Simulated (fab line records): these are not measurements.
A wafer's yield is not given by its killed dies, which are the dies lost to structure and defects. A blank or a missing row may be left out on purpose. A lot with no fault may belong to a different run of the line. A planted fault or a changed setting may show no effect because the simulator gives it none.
Chamber matching || flow gf180mcu || cmp-02 running GF_CONTACT_CMP_27: 4 sister chambers
The step polishes, stops on SiO2, t overpolish 15 s, target thk 0 nm. 14 wafers are shown with their chamber, then 7 later ones without.

WAFERS PAIRED WITH THEIR CHAMBERS
{"wafer": "L586.1", "chamber": 0, "motor_current_A (A)": 10.6, "time_to_endpoint_s (s)": 71}
{"wafer": "L586.4", "chamber": 3, "motor_current_A (A)": 10.1, "time_to_endpoint_s (s)": 75}
{"wafer": "L586.5", "chamber": 3, "motor_current_A (A)": 9.7, "time_to_endpoint_s (s)": 74}
{"wafer": "L587.2", "chamber": 2, "motor_current_A (A)": 10.5, "time_to_endpoint_s (s)": 71}
{"wafer": "L587.3", "chamber": 3, "motor_current_A (A)": 10.3, "time_to_endpoint_s (s)": 79}
{"wafer": "L587.6", "chamber": 1, "motor_current_A (A)": 12.3, "time_to_endpoint_s (s)": 74}
{"wafer": "L592.1", "chamber": 1, "motor_current_A (A)": 11.6, "time_to_endpoint_s (s)": 70}
{"wafer": "L592.3", "chamber": 3, "motor_current_A (A)": 10.2, "time_to_endpoint_s (s)": 71}
{"wafer": "L592.6", "chamber": 0, "motor_current_A (A)": 10.4, "time_to_endpoint_s (s)": 70}
{"wafer": "L596.4", "chamber": 3, "motor_current_A (A)": 10.1, "time_to_endpoint_s (s)": 71}
{"wafer": "L596.5", "chamber": 3, "motor_current_A (A)": 10.3, "time_to_endpoint_s (s)": 78}
{"wafer": "L596.6", "chamber": 0, "motor_current_A (A)": 10.5, "time_to_endpoint_s (s)": 70}
{"wafer": "L603.1", "chamber": 0, "motor_current_A (A)": 10.3, "time_to_endpoint_s (s)": 71}
{"wafer": "L603.4", "chamber": 2, "motor_current_A (A)": 10.1, "time_to_endpoint_s (s)": 72}

SIGNATURES (means of the wafers above)
{"reading": "motor_current_A", "chamber 0": 10.450, "chamber 1": 11.950, "chamber 2": 10.300, "chamber 3": 10.117, "scatter within a chamber": 0.25}
{"reading": "time_to_endpoint_s", "chamber 0": 70.50, "chamber 1": 72.00, "chamber 2": 71.50, "chamber 3": 74.67, "scatter within a chamber": 2.59}
Rule: for a wafer and a chamber, the distance is found by dividing, reading by reading, the gap between the wafer's reading and the chamber's mean by the reading's scatter, squaring, summing and taking the root. If the next closest chamber is less than 2 further off than the closest, the wafer can't be placed; otherwise it belongs to the closest. The scatter is the square root of a quotient: the sum, over the shown wafers, of each reading's squared deviation from its chamber's mean, divided by wafers minus chambers.

WAFERS WITH NO CHAMBER GIVEN
{"wafer": "L603.6", "motor_current_A (A)": 9.9, "time_to_endpoint_s (s)": 77}
{"wafer": "L605.2", "motor_current_A (A)": 10.6, "time_to_endpoint_s (s)": 73}
{"wafer": "L605.5", "motor_current_A (A)": 10.1, "time_to_endpoint_s (s)": 74}
{"wafer": "L605.6", "motor_current_A (A)": 10.0, "time_to_endpoint_s (s)": 80}
{"wafer": "L609.3", "motor_current_A (A)": 9.5, "time_to_endpoint_s (s)": 79}
{"wafer": "L609.4", "motor_current_A (A)": 12.0, "time_to_endpoint_s (s)": 72}
{"wafer": "L609.5", "motor_current_A (A)": 10.3, "time_to_endpoint_s (s)": 72}

THE CHAMBER EACH PASSED THROUGH
{"wafer": "L603.6", "from the rows above": "can't be placed: 3 or 2", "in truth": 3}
{"wafer": "L605.2", "from the rows above": "can't be placed: 0 or 2 or 3", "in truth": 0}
{"wafer": "L605.5", "from the rows above": "can't be placed: 3 or 2 or 0", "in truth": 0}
{"wafer": "L605.6", "from the rows above": "can't be placed: 3 or 2 or 0", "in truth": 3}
{"wafer": "L609.3", "from the rows above": "can't be placed: 3 or 2", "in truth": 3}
{"wafer": "L609.4", "from the rows above": 1, "in truth": 1}
{"wafer": "L609.5", "from the rows above": "can't be placed: 2 or 0 or 3", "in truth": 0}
Correctly placed: 1 of 7. Can't be placed from these rows: 6 (the true chamber is among the candidates in 6). Placed wrongly: 0.
